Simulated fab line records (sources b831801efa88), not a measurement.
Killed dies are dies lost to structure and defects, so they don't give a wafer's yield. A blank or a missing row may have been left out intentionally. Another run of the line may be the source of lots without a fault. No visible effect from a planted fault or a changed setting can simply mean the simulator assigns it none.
fab line records	flow sky130
record lots=12	wafers=36	lastDay=50
route steps=708 shown LDD_N@253 POLY_CUT@310 RES_XHIGH@340 PAD_OPEN@708
lots untouched by any fault: they come from a run of this same line in which no faults occurred
startH: hours from the record's opening day to when the first of the lot's shown wafers began	waitH: hours since the lot's step before	" same as the row above	L1.1+2: a row that stands for several wafers	- either no value or no given start	* or withheld: withheld	< > ~ a bound
route shown NAME@n: names a module that has steps shown in the file, with the first one's number in the route	usual: the fault-free wafers' mean and standard deviation	same: alike in all rows	chamber/n: place in a boat	sites: per-site readings	_std_site: how widely they spread, as a standard deviation	_edge_site: mean of outer sites minus mean of inner sites	radiusMm: how far each site lies from the wafer's centre	mask NAME#n: copy n	behind: tool/chamber where the wafer was last shaped	hold: cause of the lot's hold/its duration in hours/its outcome	device: transistor that didn't switch, given as n, p or np	end of line: the route-end tests of the same wafers	a step with no rows: only its recipe	killed: at the first sort, the dies lost to defects and structure; wafer yield is something else	map: the dies of a wafer, with x for killed, . for not killed, _ for no die there
set.NAME: the setting the step ran with; set.NAME@STEP: the setting that earlier step ran with	model.NAME: the simulator's own value behind a step, which no gauge read
a sample of lots followed through the steps of the route, with each step as a table and each wafer as a row
services: from which hour (startH, from the record's first day; less than 0 if before it) a tool's chamber was out of use, for how many hours, and why
## steps
# step SKY_LDD_N_STRIP_16
# recipe chemistry=O2/N2	powerW=1400	pressureMtorr=1500	platenTempC=withheld	o2FlowSccm=3000	n2FlowSccm=300	overashFraction=0.5
# usual drypumpMotorCurrentA=5.9/0.59	oesProductAu=0.407/0.0046	stripTimeToEndpointS=4.312/0.014
lot.wafer	tool	chamber	startH	waitH	drypumpMotorCurrentA	oesProductAu	rfHoursCounterH	stripTimeToEndpointS
L380.1	plasmaAsher-03	1	421.19	0.1	5.6	0.403	73	4.309
L380.2	"	0	"	"	6.2	0.401	73	4.325
L380.3	"	0	"	"	6.2	0.403	-	4.314
L382.1	plasmaAsher-02	1	452.21	0.1	5.7	0.409	34	4.332
L382.4	"	1	"	"	5.7	0.404	-	4.321
L382.6	"	1	"	"	5.7	0.402	-	4.312
L384.2	plasmaAsher-01	1	465.39	0.1	4.9	0.410	3	4.286
L384.5	"	0	"	"	5.8	0.411	-	4.294
L384.6	"	1	"	"	4.9	0.402	-	4.301
L386.1	plasmaAsher-01	1	465.85	0.1	4.9	0.405	4	4.297
L386.4	"	0	"	"	5.8	0.410	-	4.288
L386.6	"	1	"	"	4.9	0.410	-	4.291
L387.1	plasmaAsher-01	0	479.70	0.1	5.8	0.402	5	4.327
L387.4	"	1	"	"	4.9	0.402	-	4.323
L387.6	"	0	"	"	5.8	0.405	-	4.319
L389.2	plasmaAsher-01	0	503.20	0.1	5.8	0.404	7	4.312
L389.4	"	1	"	"	4.9	0.401	-	4.321
L389.5	"	1	"	"	4.9	0.404	-	4.327
L391.3	plasmaAsher-02	1	509.83	0.1	5.7	0.408	-	4.330
L391.4	"	0	"	"	6.7	0.404	-	4.313
L391.5	"	1	"	"	5.7	0.400	-	4.332
L398.1	plasmaAsher-02	1	565.55	0.1	5.7	0.415	45	4.330
L398.2	"	0	"	"	6.7	0.407	45	4.334
L398.4	"	0	"	"	6.7	0.408	-	4.314
L399.1	plasmaAsher-02	1	575.10	0.1	5.7	0.394	47	4.320
L399.3	"	1	"	"	5.7	0.411	-	4.345
L399.6	"	0	"	"	6.7	0.401	-	4.329
L402.4	plasmaAsher-01	0	589.28	0.1	5.8	0.406	-	4.309
L402.5	"	1	"	"	4.9	0.409	-	4.312
L402.6	"	0	"	"	5.8	0.410	-	4.323
L401.1	plasmaAsher-01	0	590.80	0.1	5.8	0.407	17	4.320
L401.5	"	1	"	"	4.9	0.400	-	4.301
L401.6	"	0	"	"	5.8	0.396	-	4.323
L403.2	plasmaAsher-02	0	593.80	0.1	6.7	0.408	49	4.276
L403.3	"	1	"	"	5.7	0.398	-	4.308
L403.6	"	1	"	"	5.7	0.409	-	4.284
# step SKY_POLY_CUT_COAT_03
# recipe resist=KrF-thick	spinRpm=3000	resistThkNm=450
lot.wafer	tool	chamber	startH	waitH
L380.1+2+3	lithoTrack-01	0	561	-
L382.1+4+6	lithoTrack-02	0	589	-
L386.1+4+6	lithoTrack-03	0	603	-
L384.2+5+6	lithoTrack-02	0	603	-
L387.1+4+6	lithoTrack-03	0	616	-
L389.2+4+5	lithoTrack-03	0	639	-
L391.3+4+5	lithoTrack-02	0	643	-
L398.1+2+4	lithoTrack-03	0	697	-
L399.1+3+6	lithoTrack-03	0	706	-
L402.4+5+6	lithoTrack-02	0	717	-
L401.1+5+6	lithoTrack-01	0	721	-
L403.2+3+6	lithoTrack-01	0	725	-
# step SKY_POLY_CUT_CD_MEAS_08
# recipe targetCdNm=270
# usual cdNm=270.1/1.4
lot.wafer	tool	chamber	startH	waitH	cdNm
L380.1	cdSem-01	-	576.68	-	269.7
L380.2	"	-	"	"	268.0
L380.3	"	-	"	"	269.1
L382.1	cdSem-01	-	603.92	-	266.9
L382.4	"	-	"	"	268.4
L382.6	"	-	"	"	269.5
L386.1	cdSem-02	-	618.97	-	267.7
L386.4	"	-	"	"	268.1
L386.6	"	-	"	"	270.4
L384.2	cdSem-02	-	619.34	-	269.5
L384.5	"	-	"	"	269.5
L384.6	"	-	"	"	271.7
L387.1	cdSem-01	-	630.52	-	272.9
L387.4	"	-	"	"	273.5
L387.6	"	-	"	"	271.1
L389.2	cdSem-01	-	654.41	-	268.9
L389.4	"	-	"	"	270.2
L389.5	"	-	"	"	269.8
L391.3	cdSem-02	-	657.96	-	271.7
L391.4	"	-	"	"	270.3
L391.5	"	-	"	"	271.5
L398.1	cdSem-02	-	711.64	-	270.0
L398.2	"	-	"	"	270.4
L398.4	"	-	"	"	270.3
L399.1	cdSem-02	-	720.37	-	271.9
L399.3	"	-	"	"	271.0
L399.6	"	-	"	"	270.2
L402.4	cdSem-02	-	730.93	-	271.1
L402.5	"	-	"	"	271.7
L402.6	"	-	"	"	271.8
L401.1	cdSem-01	-	735.79	-	269.0
L401.5	"	-	"	"	272.1
L401.6	"	-	"	"	269.6
L403.2	cdSem-02	-	739.63	-	270.0
L403.3	"	-	"	"	269.7
L403.6	"	-	"	"	271.3
# step SKY_POLY_CUT_STRIP_12
# recipe chemistry=O2/N2	powerW=1400	pressureMtorr=1500	platenTempC=withheld	o2FlowSccm=3000	n2FlowSccm=300	overashFraction=0.5
# usual drypumpMotorCurrentA=5.8/0.54	oesProductAu=0.453/0.0046	stripTimeToEndpointS=5.353/0.013
lot.wafer	tool	chamber	startH	waitH	drypumpMotorCurrentA	oesProductAu	rfHoursCounterH	stripTimeToEndpointS
L380.1	plasmaAsher-04	1	576.92	0.0	5.8	0.458	74	5.356
L380.2	"	0	"	"	5.0	0.451	74	5.354
L380.3	"	1	"	"	5.8	0.457	-	5.362
L382.1	plasmaAsher-04	0	604.16	0.0	5.0	0.453	77	5.361
L382.4	"	1	"	"	5.8	0.453	-	5.350
L382.6	"	1	"	"	5.9	0.458	-	5.347
L386.1	plasmaAsher-04	1	619.21	0.0	5.9	0.454	79	5.356
L386.4	"	0	"	"	5.0	0.457	-	5.344
L386.6	"	1	"	"	5.9	0.457	-	5.347
L384.2	plasmaAsher-02	0	619.56	0.0	6.7	0.455	52	5.347
L384.5	"	0	"	"	6.6	0.460	-	5.360
L384.6	"	1	"	"	5.7	0.449	-	5.352
L387.1	plasmaAsher-04	0	630.76	0.0	5.0	0.456	81	5.343
L387.4	"	1	"	"	5.9	0.456	-	5.350
L387.6	"	1	"	"	5.9	0.452	-	5.353
L389.2	plasmaAsher-04	1	654.63	0.0	5.9	0.453	83	5.372
L389.4	"	1	"	"	5.9	0.456	-	5.376
L389.5	"	1	"	"	6.0	0.453	-	5.353
L391.3	plasmaAsher-02	0	658.19	0.1	6.7	0.437	-	5.326
L391.4	"	1	"	"	5.7	0.448	-	5.344
L391.5	"	0	"	"	6.7	0.456	-	5.354
L398.1	plasmaAsher-02	0	711.88	0.0	6.7	0.444	59	5.249
L398.2	"	1	"	"	5.7	0.455	59	5.369
L398.4	"	1	"	"	5.7	0.445	-	5.262
L399.1	plasmaAsher-04	1	720.61	0.0	5.9	0.450	90	5.260
L399.3	"	1	"	"	5.9	0.452	-	5.248
L399.6	"	1	"	"	5.9	0.457	-	5.369
L402.4	plasmaAsher-04	1	731.14	0.1	5.9	0.451	-	5.351
L402.5	"	1	"	"	5.9	0.453	-	5.369
L402.6	"	0	"	"	5.0	0.457	-	5.359
L401.1	plasmaAsher-02	1	736.03	0.0	5.7	0.453	61	5.342
L401.5	"	0	"	"	6.7	0.447	-	5.360
L401.6	"	1	"	"	5.7	0.454	-	5.371
L403.2	plasmaAsher-02	1	739.84	0.0	5.7	0.446	62	5.346
L403.3	"	1	"	"	5.7	0.454	-	5.358
L403.6	"	0	"	"	6.7	0.456	-	5.366
# step SKY_RES_XHIGH_STRIP_08
# recipe chemistry=O2/N2	powerW=1400	pressureMtorr=1500	platenTempC=withheld	o2FlowSccm=3000	n2FlowSccm=300	overashFraction=0.5
# usual drypumpMotorCurrentA=5.6/0.56	oesProductAu=0.711/0.0046	stripTimeToEndpointS=14.26/0.038
lot.wafer	tool	chamber	startH	waitH	drypumpMotorCurrentA	oesProductAu	rfHoursCounterH	stripTimeToEndpointS
L380.1	plasmaAsher-01	1	634.94	0.1	4.9	0.711	23	14.29
L380.2	"	0	"	"	5.8	0.714	23	14.30
L380.3	"	0	"	"	5.8	0.710	-	14.25
L382.1	plasmaAsher-04	1	662.96	0.1	5.9	0.710	84	14.26
L382.4	"	1	"	"	5.8	0.705	-	14.26
L382.6	"	0	"	"	5.0	0.718	-	14.28
L386.1	plasmaAsher-04	1	676.46	0.1	5.9	0.710	85	14.31
L386.4	"	0	"	"	5.0	0.711	-	14.29
L386.6	"	1	"	"	6.0	0.716	-	14.30
L384.2	plasmaAsher-01	1	677.41	0.1	4.9	0.703	27	14.32
L384.5	"	1	"	"	4.9	0.718	-	14.27
L384.6	"	0	"	"	5.8	0.712	-	14.29
L387.1	plasmaAsher-02	0	687.79	0.1	6.6	0.709	57	14.30
L387.4	"	0	"	"	6.6	0.716	-	14.26
L387.6	"	0	"	"	6.6	0.704	-	14.30
L389.2	plasmaAsher-04	0	710.54	0.1	5.0	0.715	89	14.26
L389.4	"	0	"	"	5.0	0.716	-	14.29
L389.5	"	0	"	"	5.0	0.703	-	14.24
L391.3	plasmaAsher-04	0	713.98	0.1	5.0	0.717	-	14.30
L391.4	"	1	"	"	5.9	0.708	-	14.31
L391.5	"	0	"	"	5.0	0.711	-	14.33
L398.1	plasmaAsher-02	0	766.49	0.1	6.7	0.720	64	14.15
L398.2	"	1	"	"	5.7	0.710	64	14.18
L398.4	"	1	"	"	5.7	0.714	-	14.13
L399.1	plasmaAsher-04	1	775.39	0.1	5.9	0.715	95	14.27
L399.3	"	0	"	"	5.0	0.711	-	14.24
L399.6	"	1	"	"	5.9	0.705	-	14.25
L402.4	plasmaAsher-04	0	785.10	0.1	5.0	0.713	-	14.25
L402.5	"	1	"	"	5.9	0.716	-	14.22
L402.6	"	0	"	"	5.0	0.709	-	14.24
L401.1	plasmaAsher-04	0	790.26	0.1	5.0	0.709	97	14.29
L401.5	"	1	"	"	5.9	0.710	-	14.34
L401.6	"	0	"	"	5.0	0.708	-	14.27
L403.2	plasmaAsher-01	0	793.16	0.1	5.8	0.715	39	14.23
L403.3	"	0	"	"	5.8	0.706	-	14.31
L403.6	"	0	"	"	5.8	0.714	-	14.22
# step SKY_PAD_OPEN_PROBE_99
# usual killed_at_M0_to_M3=44/6.5	killed_at_M4_up=3.3/1.9	killedAtContacts=24/5.3	killedAtFrontEnd=15/4.5	killedAtOther=0.3/0.58	killedDies=87/9.3	killedOpen=48/6.6	killedShort=39/6.1
# same grossDies=492	killedAtBackSide=0
lot.wafer	tool	chamber	startH	waitH	killed_at_M0_to_M3	killed_at_M4_up	killedAtContacts	killedAtFrontEnd	killedAtOther	killedDies	killedOpen	killedShort
L380.1	prober-02	-	1085.97	0.1	40	2	32	18	0	92	51	41
L380.2	prober-02	-	1086.02	0.1	52	2	30	21	0	105	52	53
L380.3	prober-02	-	1086.07	0.2	47	4	22	11	1	85	53	32
L382.1	prober-01	-	1106.73	0.1	46	6	22	12	0	86	48	38
L382.4	prober-01	-	1106.88	0.2	39	4	17	17	1	78	51	27
L382.6	prober-01	-	1106.98	0.2	39	5	15	19	0	78	39	39
L386.1	prober-01	-	1115.79	0.1	40	3	24	18	0	85	46	39
L386.4	prober-01	-	1115.94	0.2	50	2	26	7	1	86	56	30
L386.6	prober-01	-	1116.04	0.2	40	5	29	13	0	87	47	40
L384.2	prober-02	-	1118.14	0.1	38	6	26	8	1	79	46	33
L384.5	prober-02	-	1118.29	0.2	43	4	30	13	0	90	51	39
L384.6	prober-02	-	1118.34	0.2	36	3	22	10	0	71	41	30
L387.1	prober-01	-	1125.63	0.1	47	1	15	23	0	86	43	43
L387.4	prober-01	-	1125.78	0.2	52	3	22	17	2	96	51	45
L387.6	prober-01	-	1125.88	0.2	44	2	20	17	0	83	42	41
L389.2	prober-01	-	1140.73	0.1	37	3	19	31	0	90	44	46
L389.4	prober-01	-	1140.83	0.2	51	0	23	11	1	86	49	37
L389.5	prober-01	-	1140.88	0.2	48	4	20	23	0	95	45	50
L391.3	prober-01	-	1144.09	0.2	39	4	28	12	0	83	43	40
L391.4	prober-01	-	1144.14	0.2	48	3	21	11	1	84	40	44
L391.5	prober-01	-	1144.19	0.2	48	5	25	19	0	97	49	47
L398.1	prober-02	-	1177.75	0.1	31	3	25	13	0	72	38	34
L398.2	prober-02	-	1177.80	0.1	50	1	32	10	0	93	56	37
L398.4	prober-02	-	1177.90	0.2	34	5	27	15	1	82	43	39
L399.1	prober-01	-	1183.97	0.1	39	3	27	16	0	85	46	39
L399.3	prober-01	-	1184.07	0.2	39	3	26	9	0	77	44	33
L399.6	prober-01	-	1184.22	0.2	40	3	28	16	0	87	45	42
L402.4	prober-02	-	1190.44	0.2	34	2	23	13	0	72	38	34
L402.5	prober-02	-	1190.49	0.2	38	3	22	22	0	85	42	43
L402.6	prober-02	-	1190.54	0.2	44	5	18	17	0	84	48	36
L401.1	prober-01	-	1192.64	0.1	43	5	25	24	0	97	55	42
L401.5	prober-01	-	1192.84	0.2	40	1	34	14	0	89	54	35
L401.6	prober-01	-	1192.89	0.2	35	5	18	10	0	68	36	32
L403.2	prober-02	-	1193.95	0.1	50	4	32	18	0	104	56	48
L403.3	prober-02	-	1194.00	0.2	41	3	29	11	1	85	49	36
L403.6	prober-02	-	1194.15	0.2	44	3	16	13	0	76	41	35
# killed by level:class
L380.1 CONTACT:geometricParticle:open=15 FIELD_ISO:geometricParticle:short=9 LOCAL_INTERCONNECT:geometricParticle:short=7 VIA2:geometricParticle:open=7 VIA1:geometricParticle:open=7 LI_CONTACT:geometricParticle:open=6 VIA3:geometricParticle:open=6 FIELD_ISO:geometricParticle:open=5
L380.2 VIA1:geometricParticle:open=12 METAL1:geometricParticle:short=10 POLY_GATE:geometricParticle:open=7 LI_CONTACT:geometricParticle:open=7 CONTACT:geometricParticle:open=7 CONTACT:geometricParticle:short=6 VIA2:geometricParticle:open=6 VIA3:geometricParticle:open=6
L380.3 VIA1:geometricParticle:open=11 VIA3:geometricParticle:open=10 LI_CONTACT:geometricParticle:open=8 CONTACT:geometricParticle:open=8 METAL2:geometricParticle:short=7 VIA2:geometricParticle:open=5 METAL1:geometricParticle:short=4 SPACER:geometricParticle:open=3
L382.1 CONTACT:geometricParticle:open=10 VIA1:geometricParticle:open=10 VIA2:geometricParticle:open=9 LI_CONTACT:geometricParticle:open=6 VIA3:geometricParticle:short=6 METAL1:geometricParticle:short=5 VIA2:geometricParticle:short=5 VIA1:geometricParticle:short=4
L382.4 VIA1:geometricParticle:open=15 CONTACT:geometricParticle:open=8 LI_CONTACT:geometricParticle:open=6 VIA2:geometricParticle:short=6 POLY_GATE:geometricParticle:open=5 VIA3:geometricParticle:open=5 POLY_GATE:geometricParticle:short=4 FIELD_ISO:geometricParticle:short=3
L382.6 CONTACT:geometricParticle:open=7 VIA1:geometricParticle:open=7 FIELD_ISO:geometricParticle:short=6 VIA3:geometricParticle:open=6 METAL3:geometricParticle:short=5 METAL4:geometricParticle:short=5 LI_CONTACT:geometricParticle:short=4 FIELD_ISO:geometricParticle:open=3
L386.1 VIA1:geometricParticle:open=9 VIA3:geometricParticle:open=8 CONTACT:geometricParticle:open=8 VIA2:geometricParticle:open=7 METAL1:geometricParticle:short=5 FIELD_ISO:geometricParticle:open=4 LI_CONTACT:geometricParticle:open=4 METAL2:geometricParticle:short=4
L386.4 VIA1:geometricParticle:open=16 VIA3:geometricParticle:open=9 LI_CONTACT:geometricParticle:open=7 CONTACT:geometricParticle:open=7 VIA2:geometricParticle:open=7 LI_CONTACT:geometricParticle:short=5 CONTACT:geometricParticle:short=4 VIA1:geometricParticle:short=4
L386.6 CONTACT:geometricParticle:short=10 VIA2:geometricParticle:open=10 VIA1:geometricParticle:open=8 LI_CONTACT:geometricParticle:open=6 CONTACT:geometricParticle:open=5 LOCAL_INTERCONNECT:geometricParticle:short=5 VIA2:geometricParticle:short=4 POLY_GATE:geometricParticle:open=3
L384.2 VIA1:geometricParticle:open=14 VIA2:geometricParticle:open=8 LI_CONTACT:geometricParticle:open=7 CONTACT:geometricParticle:open=7 LOCAL_INTERCONNECT:geometricParticle:short=6 LI_CONTACT:geometricParticle:short=4 METAL1:geometricParticle:short=4 METAL4:geometricParticle:short=4
L384.5 CONTACT:geometricParticle:open=9 LI_CONTACT:geometricParticle:open=8 VIA1:geometricParticle:open=8 VIA3:geometricParticle:open=7 LOCAL_INTERCONNECT:geometricParticle:short=7 VIA2:geometricParticle:open=7 FIELD_ISO:geometricParticle:short=6 LI_CONTACT:geometricParticle:short=4
L384.6 CONTACT:geometricParticle:open=8 LI_CONTACT:geometricParticle:open=7 VIA1:geometricParticle:open=7 VIA3:geometricParticle:open=7 CONTACT:geometricParticle:short=5 VIA1:geometricParticle:short=5 METAL2:geometricParticle:short=4 VIA2:geometricParticle:open=4
L387.1 VIA1:geometricParticle:open=10 POLY_GATE:geometricParticle:short=6 METAL2:geometricParticle:short=6 METAL3:geometricParticle:short=6 FIELD_ISO:geometricParticle:open=5 POLY_GATE:geometricParticle:open=5 CONTACT:geometricParticle:open=5 VIA2:geometricParticle:open=5
L387.4 VIA2:geometricParticle:open=9 LOCAL_INTERCONNECT:geometricParticle:short=7 CONTACT:geometricParticle:open=7 METAL1:geometricParticle:short=7 METAL2:geometricParticle:short=7 VIA1:geometricParticle:open=6 VIA2:geometricParticle:short=6 FIELD_ISO:geometricParticle:open=5
L387.6 VIA1:geometricParticle:open=14 POLY_GATE:geometricParticle:short=8 CONTACT:geometricParticle:open=8 METAL2:geometricParticle:short=8 FIELD_ISO:geometricParticle:short=5 LI_CONTACT:geometricParticle:open=4 LOCAL_INTERCONNECT:geometricParticle:short=4 METAL1:geometricParticle:open=4
L389.2 CONTACT:geometricParticle:open=9 FIELD_ISO:geometricParticle:open=8 FIELD_ISO:geometricParticle:short=8 VIA1:geometricParticle:open=8 LOCAL_INTERCONNECT:geometricParticle:short=6 SPACER:geometricParticle:short=5 METAL1:geometricParticle:short=5 VIA2:geometricParticle:open=5
L389.4 CONTACT:geometricParticle:open=11 VIA1:geometricParticle:open=11 METAL2:geometricParticle:short=10 VIA3:geometricParticle:open=8 FIELD_ISO:geometricParticle:open=4 VIA2:geometricParticle:short=4 LI_CONTACT:geometricParticle:open=4 VIA1:geometricParticle:short=4
L389.5 VIA2:geometricParticle:open=9 CONTACT:geometricParticle:open=9 METAL1:geometricParticle:short=8 METAL2:geometricParticle:short=8 FIELD_ISO:geometricParticle:short=6 VIA1:geometricParticle:open=6 POLY_GATE:geometricParticle:open=5 VIA1:geometricParticle:short=5
L391.3 VIA1:geometricParticle:open=10 CONTACT:geometricParticle:short=10 VIA3:geometricParticle:open=10 LOCAL_INTERCONNECT:geometricParticle:short=9 VIA2:geometricParticle:open=6 POLY_GATE:geometricParticle:open=5 LI_CONTACT:geometricParticle:open=5 FIELD_ISO:geometricParticle:open=3
L391.4 VIA1:geometricParticle:open=13 VIA1:geometricParticle:short=7 CONTACT:geometricParticle:short=7 CONTACT:geometricParticle:open=6 METAL1:geometricParticle:short=6 VIA3:geometricParticle:open=4 METAL2:geometricParticle:short=4 FIELD_ISO:geometricParticle:open=3
L391.5 VIA1:geometricParticle:open=8 CONTACT:geometricParticle:open=7 VIA2:geometricParticle:open=7 FIELD_ISO:geometricParticle:short=6 METAL2:geometricParticle:short=6 VIA3:geometricParticle:open=6 SPACER:geometricParticle:open=5 LOCAL_INTERCONNECT:geometricParticle:short=5
L398.1 VIA1:geometricParticle:open=12 LI_CONTACT:geometricParticle:open=9 FIELD_ISO:geometricParticle:short=6 CONTACT:geometricParticle:short=5 CONTACT:geometricParticle:open=5 VIA2:geometricParticle:open=4 METAL1:geometricParticle:short=4 POLY_GATE:geometricParticle:short=3
L398.2 VIA1:geometricParticle:open=13 CONTACT:geometricParticle:open=12 VIA1:geometricParticle:short=9 VIA3:geometricParticle:open=7 LI_CONTACT:geometricParticle:open=6 VIA2:geometricParticle:open=6 FIELD_ISO:geometricParticle:open=5 LOCAL_INTERCONNECT:geometricParticle:short=5
L398.4 VIA1:geometricParticle:open=15 LOCAL_INTERCONNECT:geometricParticle:short=11 CONTACT:geometricParticle:open=9 FIELD_ISO:geometricParticle:short=5 VIA1:geometricParticle:short=4 METAL4:geometricParticle:short=4 FIELD_ISO:geometricParticle:open=3 POLY_GATE:geometricParticle:open=3
L399.1 VIA1:geometricParticle:open=14 CONTACT:geometricParticle:open=8 CONTACT:geometricParticle:short=7 LI_CONTACT:geometricParticle:open=6 LOCAL_INTERCONNECT:geometricParticle:short=6 VIA3:geometricParticle:open=6 FIELD_ISO:geometricParticle:short=5 VIA2:geometricParticle:open=5
L399.3 VIA3:geometricParticle:open=13 LI_CONTACT:geometricParticle:open=8 CONTACT:geometricParticle:open=8 LOCAL_INTERCONNECT:geometricParticle:short=6 METAL1:geometricParticle:short=6 VIA2:geometricParticle:open=6 POLY_GATE:geometricParticle:short=5 VIA1:geometricParticle:open=5
L399.6 CONTACT:geometricParticle:open=10 LI_CONTACT:geometricParticle:open=7 VIA2:geometricParticle:open=6 POLY_GATE:geometricParticle:open=5 CONTACT:geometricParticle:short=5 METAL1:geometricParticle:short=5 METAL3:geometricParticle:short=5 METAL2:geometricParticle:short=5
L402.4 CONTACT:geometricParticle:open=9 METAL1:geometricParticle:short=8 VIA1:geometricParticle:open=8 VIA2:geometricParticle:open=7 FIELD_ISO:geometricParticle:short=4 LOCAL_INTERCONNECT:geometricParticle:short=4 CONTACT:geometricParticle:short=4 VIA3:geometricParticle:open=4
L402.5 FIELD_ISO:geometricParticle:open=7 VIA1:geometricParticle:open=7 CONTACT:geometricParticle:open=6 FIELD_ISO:geometricParticle:short=5 VIA3:geometricParticle:open=5 VIA2:geometricParticle:short=5 LI_CONTACT:geometricParticle:open=4 LOCAL_INTERCONNECT:geometricParticle:short=4
L402.6 VIA3:geometricParticle:open=10 VIA1:geometricParticle:open=9 CONTACT:geometricParticle:open=6 FIELD_ISO:geometricParticle:open=5 LOCAL_INTERCONNECT:geometricParticle:short=5 METAL1:geometricParticle:short=5 METAL2:geometricParticle:short=5 POLY_GATE:geometricParticle:short=4
L401.1 CONTACT:geometricParticle:open=16 VIA1:geometricParticle:open=10 VIA2:geometricParticle:open=8 POLY_GATE:geometricParticle:open=7 VIA3:geometricParticle:open=7 FIELD_ISO:geometricParticle:short=6 POLY_GATE:geometricParticle:short=6 METAL2:geometricParticle:short=6
L401.5 CONTACT:geometricParticle:open=15 VIA1:geometricParticle:open=10 LI_CONTACT:geometricParticle:open=9 VIA3:geometricParticle:open=6 METAL2:geometricParticle:short=6 METAL1:geometricParticle:short=5 VIA2:geometricParticle:open=5 POLY_GATE:geometricParticle:short=3
L401.6 VIA1:geometricParticle:open=10 CONTACT:geometricParticle:open=8 VIA1:geometricParticle:short=5 VIA2:geometricParticle:open=4 METAL4:geometricParticle:short=4 FIELD_ISO:geometricParticle:short=3 POLY_GATE:geometricParticle:open=3 LI_CONTACT:geometricParticle:open=3
L403.2 VIA1:geometricParticle:open=13 LI_CONTACT:geometricParticle:open=11 CONTACT:geometricParticle:open=9 POLY_GATE:geometricParticle:short=7 VIA2:geometricParticle:open=7 METAL2:geometricParticle:short=6 VIA3:geometricParticle:open=6 FIELD_ISO:geometricParticle:open=5
L403.3 CONTACT:geometricParticle:open=11 VIA2:geometricParticle:open=9 METAL1:geometricParticle:short=7 CONTACT:geometricParticle:short=6 VIA1:geometricParticle:open=6 VIA3:geometricParticle:open=6 LI_CONTACT:geometricParticle:open=5 POLY_GATE:geometricParticle:open=4
L403.6 VIA1:geometricParticle:open=13 VIA1:geometricParticle:short=11 CONTACT:geometricParticle:open=7 METAL1:geometricParticle:short=6 FIELD_ISO:geometricParticle:open=5 VIA2:geometricParticle:open=5 CONTACT:geometricParticle:short=4 LI_CONTACT:geometricParticle:open=3
## services
tool	chamber	startH	hours	kind
plasmaAsher-01	-	421.25	9.0	pm
plasmaAsher-01	0	421.25	9.0	ventCycle
plasmaAsher-01	1	421.25	9.0	ventCycle
plasmaAsher-01	0	430.25	-	clean
plasmaAsher-01	1	430.25	-	clean
plasmaAsher-03	-	430.74	1.3	repair
plasmaAsher-04	-	543.18	0.8	repair
plasmaAsher-03	-	547.99	54.4	pm
plasmaAsher-04	-	599.26	4.6	repair
plasmaAsher-02	-	605.16	0.5	repair
plasmaAsher-04	-	613.08	0.8	repair
plasmaAsher-02	-	621.26	28.1	pm
plasmaAsher-03	-	679.06	3.1	repair
plasmaAsher-02	-	692.86	2.8	pm
plasmaAsher-03	-	726.85	3.9	repair
plasmaAsher-03	-	733.75	9.0	pm
plasmaAsher-03	0	733.75	9.0	ventCycle
plasmaAsher-03	1	733.75	9.0	ventCycle
plasmaAsher-03	-	738.77	3.7	repair
plasmaAsher-03	0	742.75	-	clean
plasmaAsher-03	1	742.75	-	clean
plasmaAsher-01	-	787.57	2.8	pm
## key
firstSign step=SKY_POLY_CUT_STRIP_12	reading=stripTimeToEndpointS	direction=down	sigmas=7.4	usual=*	struck=*
effect none on later readings
metAt SKY_POLY_CUT_COAT_03
struckLots L398,L399
struckWafers L398.1,L398.4,L399.1,L399.3
testerLeftOut L398,L399
notActingAt SKY_LDD_N_STRIP_16,SKY_POLY_CUT_CD_MEAS_08,SKY_RES_XHIGH_STRIP_08
onsetBetween 639 697
fault kind=processParameterDrift	tool=lithoTrack-03	chamber=-	onsetH=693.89	steps=SKY_POLY_CUT_COAT_03	channel=resistThkNm	offset=-11.297	shape=step	endH=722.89	scope=struckWafersOnly	actsIn=theseRecipesOnly	stated=450
# testerLeftOut: of these lots the tester's yield and bins aren't shown, on N5 and GAA mostly nor the transistor test; their killed dies are dies lost to structure and defects alone, not to doping, threshold or leakage, so they don't give the yield
